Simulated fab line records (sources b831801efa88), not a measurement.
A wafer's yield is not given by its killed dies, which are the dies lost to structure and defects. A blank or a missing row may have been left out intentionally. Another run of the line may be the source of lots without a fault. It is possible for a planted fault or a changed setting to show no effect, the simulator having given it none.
fab line records    flow sky130
[record] lots = 6  wafers = 18  lastDay = 49
route steps=708 shown LDD_HVP@285 LDD_LDN@289 PAD_OPEN@708
lots with no fault: from the same line, run without faults
startH: hours from the record's first day to the start of the lot's first wafer shown    waitH: hours from the lot's prior step to this one    " unchanged from the row above    L1.1+2: several wafers, shown together as one row    - no value present, or no start provided    * or withheld: withheld    < > ~ a bound
route shown NAME@n: NAME is a module with steps in the file, n the number in the route of the first one    usual: mean/standard deviation taken from wafers without a fault    same: alike in all rows    chamber/n: place in a boat    sites: each site's reading    _std_site: how widely they spread, as a standard deviation    _edge_site: the outer-site mean with the inner-site mean subtracted    radiusMm: for every site, how far away it sits from the centre of the wafer    mask NAME#n: copy n    behind: the last tool/chamber to shape the wafer    hold: the reason the lot was held/the length of the hold in hours/how it ended    device: which transistor (n, p or np) failed to switch    end of line: tests of these same wafers at the route's end    a step given without rows: its recipe and nothing more    killed: not the wafer's yield, but the dies lost to structure and defects at the first sort    map: the dies of a wafer, with x for killed, . for not killed, _ for no die there
set.NAME: the setting the step ran with; set.NAME@STEP: the setting that earlier step ran with    model.NAME: the simulator's own value behind a step, which no gauge read
a table for each step, a row for each wafer; lots at some steps of the route
services: when a tool's chamber went out of use (startH, in hours from the record's first day, below 0 if earlier), for how many hours, and the reason
[[steps]]
[step SKY_LDD_HVP_OVL_MEAS_07]
[usual] LDD_HVP_OVL = 1.9/1.4
lot.wafer  tool        chamber  startH  waitH  LDD_HVP_OVL[nm]
L101.1     overlay-01  -        506.89  0.1    1.6
L101.2     "           -        "       "      0.9
L101.5     "           -        "       "      1.0
L106.1     overlay-02  -        547.39  0.1    3.3
L106.4     "           -        "       "      3.3
L106.6     "           -        "       "      2.7
L105.3     overlay-02  -        547.70  0.1    2.4
L105.5     "           -        "       "      2.8
L105.6     "           -        "       "      1.6
L113.3     overlay-02  -        620.89  0.1    2.0
L113.5     "           -        "       "      1.6
L113.6     "           -        "       "      1.3
L117.2     overlay-02  -        646.99  0.1    2.0
L117.3     "           -        "       "      2.6
L117.6     "           -        "       "      2.0
L119.3     overlay-01  -        660.44  0.1    3.5
L119.4     "           -        "       "      3.2
L119.6     "           -        "       "      4.6
[step SKY_LDD_HVP_IMPLANT_08]
[recipe] species = B  energyKev = 20  doseCm2 = 1.7e+13  tiltDeg = 17.9
[step SKY_LDD_HVP_STRIP_09]
[recipe] chemistry = O2/N2  powerW = 1400  pressureMtorr = 1500  platenTempC = withheld  o2FlowSccm = 3000  n2FlowSccm = 300  overashFraction = 0.5
[usual] drypumpMotorCurrentA = 5.76/0.26  oesProductAu = 0.408/0.0046  stripTimeToEndpointS = 4.133/0.014
lot.wafer  tool            chamber  startH  waitH  drypumpMotorCurrentA  oesProductAu  rfHoursCounterH  stripTimeToEndpointS
L101.1     plasmaAsher-02  1        507.07  0.1    5.46                  0.402         73               4.127
L101.2     "               0        "       "      5.74                  0.411         73               4.133
L101.5     "               1        "       "      5.50                  0.403         -                4.134
L106.1     plasmaAsher-01  0        547.57  0.1    6.01                  0.412         41               4.144
L106.4     "               1        "       "      5.42                  0.412         -                4.147
L106.6     "               0        "       "      6.00                  0.407         -                4.124
L105.3     plasmaAsher-01  1        547.91  0.1    5.44                  0.403         -                4.140
L105.5     "               0        "       "      6.01                  0.409         -                4.138
L105.6     "               1        "       "      5.42                  0.411         -                4.135
L113.3     plasmaAsher-01  0        621.10  0.1    5.99                  0.403         -                4.125
L113.5     "               1        "       "      5.41                  0.403         -                4.135
L113.6     "               0        "       "      6.01                  0.405         -                4.138
L117.2     plasmaAsher-04  1        647.17  0.1    5.78                  0.415         95               4.155
L117.3     "               1        "       "      5.78                  0.416         -                4.106
L117.6     "               1        "       "      5.79                  0.422         -                4.135
L119.3     plasmaAsher-02  0        660.65  0.1    5.73                  0.419         -                4.106
L119.4     "               1        "       "      5.49                  0.410         -                4.105
L119.6     "               0        "       "      5.74                  0.404         -                4.120
[step SKY_LDD_HVP_TW_MEAS_10]
[usual] LDD_HVP_TW = 458.4/2.2
lot.wafer  tool          chamber  startH  waitH  LDD_HVP_TW
L101.1     filmMetro-04  -        507.17  0.1    459.9
L101.2     "             -        "       "      462.1
L101.5     "             -        "       "      460.7
L106.1     filmMetro-04  -        547.67  0.1    457.0
L106.4     "             -        "       "      456.6
L106.6     "             -        "       "      457.6
L105.3     filmMetro-03  -        547.99  0.1    460.7
L105.5     "             -        "       "      461.4
L105.6     "             -        "       "      459.7
L113.3     filmMetro-01  -        621.19  0.1    457.8
L113.5     "             -        "       "      456.9
L113.6     "             -        "       "      456.1
L117.2     filmMetro-01  -        647.28  0.1    455.7
L117.3     "             -        "       "      458.8
L117.6     "             -        "       "      458.6
L119.3     filmMetro-03  -        660.74  0.1    459.9
L119.4     "             -        "       "      463.1
L119.6     "             -        "       "      462.6
[step SKY_LDD_LDN_DEHYDRATE_00]
[recipe] tempC = 200  timeS = 60
[step SKY_LDD_LDN_HMDS_01]
[recipe] primeTimeS = 60  primeTempC = 120
[step SKY_LDD_LDN_COAT_02]
[recipe] resist = NOVOLAK  spinRpm = 3000  resistThkNm = 1140
[step SKY_LDD_LDN_SOFTBAKE_03]
[recipe] tempC = 90  timeS = 57.86  resist = NOVOLAK
[step SKY_LDD_LDN_EXPOSE_04]
[recipe] maskId = LDNTM  na = 0.6  sourceShape = conventional  sigmaOuter = 0.6  polarization = unpolarized  targetCdNm = 700  doseMj = 140
[step SKY_LDD_LDN_PEB_05]
[recipe] tempC = withheld  timeS = *  resist = NOVOLAK
[step SKY_LDD_LDN_DEVELOP_06]
[recipe] resist = NOVOLAK  developer = TMAH  developTimeS = 60  devTempC = 23
[step SKY_LDD_LDN_OVL_MEAS_07]
[usual] LDD_LDN_OVL = -0.7/1.4
lot.wafer  tool        chamber  startH  waitH  LDD_LDN_OVL[nm]
L101.1     overlay-01  -        537.24  0.1    -0.2
L101.2     "           -        "       "      -0.7
L101.5     "           -        "       "      -0.1
L106.1     overlay-01  -        577.03  0.1    1.4
L106.4     "           -        "       "      -0.6
L106.6     "           -        "       "      -0.5
L105.3     overlay-02  -        578.15  0.1    -0.9
L105.5     "           -        "       "      0.5
L105.6     "           -        "       "      0.3
L113.3     overlay-02  -        649.65  0.1    0.1
L113.5     "           -        "       "      -0.3
L113.6     "           -        "       "      2.0
L117.2     overlay-02  -        675.64  0.1    -1.1
L117.3     "           -        "       "      1.0
L117.6     "           -        "       "      -1.7
L119.3     overlay-01  -        688.29  0.1    -0.5
L119.4     "           -        "       "      1.5
L119.6     "           -        "       "      0.3
[step SKY_LDD_LDN_IMPLANT_08]
[recipe] species = As  energyKev = 15  doseCm2 = 1.25e+13  tiltDeg = withheld  rotationDeg = 23
[usual] beamOnS = 10.00/0.22  doseIonsCm2 = 1.25e+13/1.3e+10  faradayCurrentUA = 70.5/1.5
[same] implantIonAmu = 75
lot.wafer  tool          chamber  startH  waitH  beamOnS  doseIonsCm2  faradayCurrentUA
L101.1     implanter-02  0        537.27  0.0    10.32    1.2502e+13   68.1
L101.2     "             0        "       "      9.99     1.2505e+13   70.6
L101.5     "             0        "       "      10.13    1.25e+13     69.5
L106.1     implanter-02  0        577.07  0.0    10.28    2.1655e+13   119.3
L106.4     "             0        "       "      9.71     2.166e+13    125.8
L106.6     "             0        "       "      10.26    2.168e+13    119.3
L105.3     implanter-02  0        578.22  0.1    9.69     2.1658e+13   126.1
L105.5     "             0        "       "      10.58    2.1663e+13   115.3
L105.6     "             0        "       "      9.92     2.1663e+13   122.6
L113.3     implanter-03  0        649.72  0.1    10.10    1.2479e+13   69.7
L113.5     "             0        "       "      9.77     1.2488e+13   71.7
L113.6     "             0        "       "      10.08    1.247e+13    69.9
L117.2     implanter-01  0        675.69  0.0    9.81     1.251e+13    71.9
L117.3     "             0        "       "      9.98     1.252e+13    70.6
L117.6     "             0        "       "      10.07    1.2502e+13   69.9
L119.3     implanter-03  0        688.37  0.1    9.91     1.2514e+13   71.3
L119.4     "             0        "       "      10.29    1.2505e+13   68.6
L119.6     "             0        "       "      10.11    1.2481e+13   69.7
[step SKY_LDD_LDN_IMPLANT_09]
[recipe] species = As  energyKev = 15  doseCm2 = 1.25e+13  tiltDeg = withheld  rotationDeg = 113
[step SKY_LDD_LDN_IMPLANT_10]
[recipe] species = As  energyKev = 15  doseCm2 = 1.25e+13  tiltDeg = withheld  rotationDeg = 203
[step SKY_LDD_LDN_IMPLANT_11]
[recipe] species = As  energyKev = 15  doseCm2 = 1.25e+13  tiltDeg = withheld  rotationDeg = 293
[step SKY_LDD_LDN_STRIP_12]
[recipe] chemistry = O2/N2  powerW = 1400  pressureMtorr = 1500  platenTempC = withheld  o2FlowSccm = 3000  n2FlowSccm = 300  overashFraction = 0.5
[usual] drypumpMotorCurrentA = 5.56/0.27  oesProductAu = 0.715/0.0048  stripTimeToEndpointS = 14.19/0.041
lot.wafer  tool            chamber  startH  waitH  drypumpMotorCurrentA  oesProductAu  rfHoursCounterH  stripTimeToEndpointS
L101.1     plasmaAsher-02  1        537.87  0.1    5.48                  0.716         75               14.24
L101.2     "               0        "       "      5.72                  0.721         75               14.27
L101.5     "               1        "       "      5.47                  0.712         -                14.19
L106.1     plasmaAsher-02  1        577.67  0.1    5.47                  0.713         79               14.16
L106.4     "               0        "       "      5.71                  0.712         -                14.27
L106.6     "               0        "       "      5.72                  0.721         -                14.20
L105.3     plasmaAsher-01  1        578.81  0.1    5.45                  0.704         -                14.21
L105.5     "               0        "       "      6.00                  0.722         -                14.20
L105.6     "               1        "       "      5.40                  0.715         -                14.19
L113.3     plasmaAsher-01  1        650.31  0.1    5.41                  0.719         -                14.13
L113.5     "               0        "       "      6.01                  0.723         -                14.10
L113.6     "               1        "       "      5.41                  0.715         -                14.15
L117.2     plasmaAsher-03  1        676.27  0.1    5.14                  0.717         25               14.13
L117.3     "               1        "       "      5.14                  0.721         -                14.18
L117.6     "               0        "       "      5.65                  0.715         -                14.19
L119.3     plasmaAsher-03  0        688.95  0.1    5.64                  0.715         -                14.18
L119.4     "               1        "       "      5.13                  0.717         -                14.24
L119.6     "               0        "       "      5.62                  0.714         -                14.19
[step SKY_LDD_LDN_TW_MEAS_13]
[usual] LDD_LDN_TW = 1483/11
lot.wafer  tool          chamber  startH  waitH  hold                     LDD_LDN_TW
L101.1     filmMetro-01  -        537.97  0.1    -                        1485
L101.2     "             -        "       "      -                        1473
L101.5     "             -        "       "      -                        1467
L106.1     filmMetro-01  -        577.77  0.1    awaitDispo/0.2h/release  1557
L106.4     "             -        "       "      awaitDispo/0.2h/release  1549
L106.6     "             -        "       "      awaitDispo/0.2h/release  1554
L106.1     filmMetro-01  -        577.99  0.2    -                        1557
L106.4     "             -        "       "      -                        1558
L106.6     "             -        "       "      -                        1562
L105.3     filmMetro-03  -        578.89  0.1    awaitDispo/0.2h/release  1568
L105.5     "             -        "       "      awaitDispo/0.2h/release  1575
L105.6     "             -        "       "      awaitDispo/0.2h/release  1573
L105.3     filmMetro-03  -        579.12  0.2    -                        1573
L105.5     "             -        "       "      -                        1574
L105.6     "             -        "       "      -                        1573
L113.3     filmMetro-03  -        650.39  0.1    -                        1502
L113.5     "             -        "       "      -                        1495
L113.6     "             -        "       "      -                        1504
L117.2     filmMetro-01  -        676.38  0.1    -                        1494
L117.3     "             -        "       "      -                        1490
L117.6     "             -        "       "      -                        1485
L119.3     filmMetro-01  -        689.04  0.1    -                        1496
L119.4     "             -        "       "      -                        1487
L119.6     "             -        "       "      -                        1489
[step SKY_PAD_OPEN_PROBE_99]
lot.wafer  tool       chamber  startH   waitH  model.etest.tipSonos.rsOhmSq
L101.1+5   prober-01  -        1080.63  0.1    2687
L101.2     prober-01  -        1080.68  0.1    2766
L106.1     prober-01  -        1110.29  0.1    2474
L106.4     prober-01  -        1110.44  0.2    2524
L106.6     prober-01  -        1110.54  0.2    2409
L105.3+5   prober-02  -        1117.49  0.2    2509
L105.6     prober-02  -        1117.64  0.2    2534
L113.3     prober-01  -        1158.59  0.2    2584
L113.5     prober-01  -        1158.69  0.2    2623
L113.6     prober-01  -        1158.74  0.2    2558
L117.2     prober-02  -        1176.00  0.1    2545
L117.3     prober-02  -        1176.05  0.2    2576
L117.6     prober-02  -        1176.20  0.2    2672
L119.3+6   prober-02  -        1179.70  0.2    2652
L119.4     prober-02  -        1179.75  0.2    2676
// killed by level:class
L101.1 VIA1:geometricParticle:open=9 CONTACT:geometricParticle:open=7 METAL2:geometricParticle:short=7 VIA2:geometricParticle:open=7 FIELD_ISO:geometricParticle:short=5 LI_CONTACT:geometricParticle:open=5 CONTACT:geometricParticle:short=5 VIA3:geometricParticle:open=5
L101.2 CONTACT:geometricParticle:open=18 VIA1:geometricParticle:open=9 VIA2:geometricParticle:open=8 METAL1:geometricParticle:short=7 FIELD_ISO:geometricParticle:short=6 LI_CONTACT:geometricParticle:open=5 VIA3:geometricParticle:open=5 METAL4:geometricParticle:short=5
L101.5 CONTACT:geometricParticle:open=9 VIA1:geometricParticle:open=9 LI_CONTACT:geometricParticle:open=7 POLY_GATE:geometricParticle:short=6 VIA2:geometricParticle:short=5 CONTACT:geometricParticle:short=5 METAL2:geometricParticle:short=5 VIA2:geometricParticle:open=5
L105.3 VIA2:geometricParticle:open=11 LOCAL_INTERCONNECT:geometricParticle:short=8 CONTACT:geometricParticle:open=8 VIA3:geometricParticle:open=8 METAL2:geometricParticle:short=8 LI_CONTACT:geometricParticle:open=6 VIA3:geometricParticle:short=5 FIELD_ISO:geometricParticle:open=4
L105.5 VIA2:geometricParticle:open=9 CONTACT:geometricParticle:open=8 VIA1:geometricParticle:open=8 FIELD_ISO:geometricParticle:short=6 LI_CONTACT:geometricParticle:open=6 METAL2:geometricParticle:short=6 FIELD_ISO:geometricParticle:open=5 POLY_GATE:geometricParticle:short=4
L105.6 CONTACT:geometricParticle:open=10 VIA1:geometricParticle:open=9 FIELD_ISO:geometricParticle:short=8 FIELD_ISO:geometricParticle:open=8 METAL2:geometricParticle:short=8 VIA3:geometricParticle:open=7 VIA2:geometricParticle:open=6 VIA2:geometricParticle:short=5
L113.3 CONTACT:geometricParticle:open=13 METAL1:geometricParticle:short=9 VIA2:geometricParticle:open=7 LOCAL_INTERCONNECT:geometricParticle:short=6 VIA1:geometricParticle:open=6 VIA3:geometricParticle:open=5 LI_CONTACT:geometricParticle:open=3 CONTACT:geometricParticle:short=3
L113.5 CONTACT:geometricParticle:open=10 VIA1:geometricParticle:open=8 CONTACT:geometricParticle:short=7 METAL2:geometricParticle:short=6 VIA3:geometricParticle:open=6 VIA2:geometricParticle:open=5 FIELD_ISO:geometricParticle:open=4 LI_CONTACT:geometricParticle:open=4
L113.6 VIA1:geometricParticle:open=13 CONTACT:geometricParticle:open=10 VIA3:geometricParticle:open=8 LI_CONTACT:geometricParticle:open=7 VIA2:geometricParticle:open=6 METAL1:geometricParticle:short=5 VIA1:geometricParticle:short=5 FIELD_ISO:geometricParticle:open=4
L117.2 CONTACT:geometricParticle:open=11 VIA1:geometricParticle:open=11 VIA3:geometricParticle:open=8 METAL2:geometricParticle:short=5 CONTACT:geometricParticle:short=5 LI_CONTACT:geometricParticle:short=4 LI_CONTACT:geometricParticle:open=4 LOCAL_INTERCONNECT:geometricParticle:short=4
L117.3 VIA1:geometricParticle:open=10 LI_CONTACT:geometricParticle:open=7 VIA1:geometricParticle:short=7 FIELD_ISO:geometricParticle:open=5 FIELD_ISO:geometricParticle:short=5 LOCAL_INTERCONNECT:geometricParticle:short=4 LI_CONTACT:geometricParticle:short=3 CONTACT:geometricParticle:open=3
L117.6 VIA1:geometricParticle:open=9 CONTACT:geometricParticle:open=8 POLY_GATE:geometricParticle:short=6 FIELD_ISO:geometricParticle:short=5 LI_CONTACT:geometricParticle:open=5 METAL1:geometricParticle:short=5 VIA1:geometricParticle:short=5 VIA2:geometricParticle:open=5
L119.3 FIELD_ISO:geometricParticle:short=9 CONTACT:geometricParticle:open=8 VIA2:geometricParticle:open=6 FIELD_ISO:geometricParticle:open=5 VIA2:geometricParticle:short=5 VIA1:geometricParticle:open=5 METAL3:geometricParticle:short=5 LI_CONTACT:geometricParticle:open=4
L119.4 CONTACT:geometricParticle:open=9 VIA2:geometricParticle:open=8 VIA1:geometricParticle:open=8 FIELD_ISO:geometricParticle:open=6 VIA3:geometricParticle:short=5 LI_CONTACT:geometricParticle:open=5 LOCAL_INTERCONNECT:geometricParticle:short=5 LI_CONTACT:geometricParticle:short=4
L119.6 CONTACT:geometricParticle:open=10 LI_CONTACT:geometricParticle:open=7 FIELD_ISO:geometricParticle:open=6 CONTACT:geometricParticle:short=6 VIA3:geometricParticle:open=6 VIA1:geometricParticle:short=5 FIELD_ISO:geometricParticle:short=4 VIA1:geometricParticle:open=4
[[services]]
tool            chamber  startH  hours  kind
implanter-03    -        486.97  73.7   pm
plasmaAsher-02  -        520.88  7.9    repair
plasmaAsher-03  -        527.54  0.8    repair
implanter-02    -        529.64  3.6    repair
plasmaAsher-04  -        529.90  1.0    repair
implanter-01    -        554.39  1.2    repair
implanter-03    -        560.71  4.0    pm
implanter-02    -        566.79  3.7    repair
implanter-02    -        588.57  4.5    repair
implanter-02    -        594.64  7.0    repair
implanter-03    -        596.22  2.2    repair
implanter-01    -        652.42  4.2    pm
plasmaAsher-04  -        655.71  1.0    repair
plasmaAsher-03  -        656.28  3.9    repair
plasmaAsher-03  -        664.84  1.9    repair
plasmaAsher-02  -        680.47  2.7    repair
[[key]]
[firstSign] step = SKY_LDD_LDN_IMPLANT_08  reading = doseIonsCm2  direction = up  sigmas = 99+  usual = *  struck = *
[effect] step = SKY_LDD_LDN_IMPLANT_08  reading = faradayCurrentUA  direction = up  sigmas = 33  usual = 70.5  struck = 121.4
[effect] step = SKY_LDD_LDN_TW_MEAS_13  reading = visit  direction = added
[effect] step = SKY_LDD_LDN_TW_MEAS_13  reading = LDD_LDN_TW  direction = up  sigmas = 7.2  usual = 1483  struck = 1563
[modelEffect] step = SKY_PAD_OPEN_PROBE_99  value = etest.tipSonos.rsOhmSq  without = 2749  struck = 2493
metAt SKY_LDD_LDN_IMPLANT_08
struckWafers L105.3,L105.5,L105.6,L106.1,L106.4,L106.6
sortLeftOut L106.1,L106.4,L106.6
testerLeftOut L105,L106
onsetBetween 537.27 577.07
[fault] kind = processParameterDrift  tool = implanter-02  chamber = -  onsetH = 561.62  steps = SKY_LDD_LDN_IMPLANT_08  channel = doseCm2  offset = *  shape = step  endH = 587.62  actsIn = *  stated = *
// testerLeftOut: of these lots the tester's yield and bins aren't shown, on N5 and GAA mostly nor the transistor test; their killed dies are dies lost to structure and defects alone, not to doping, threshold or leakage, so they don't give the yield
// sortLeftOut: the simulated sort isn't trusted on such a fault, so these wafers' sort isn't shown, and their yield isn't known
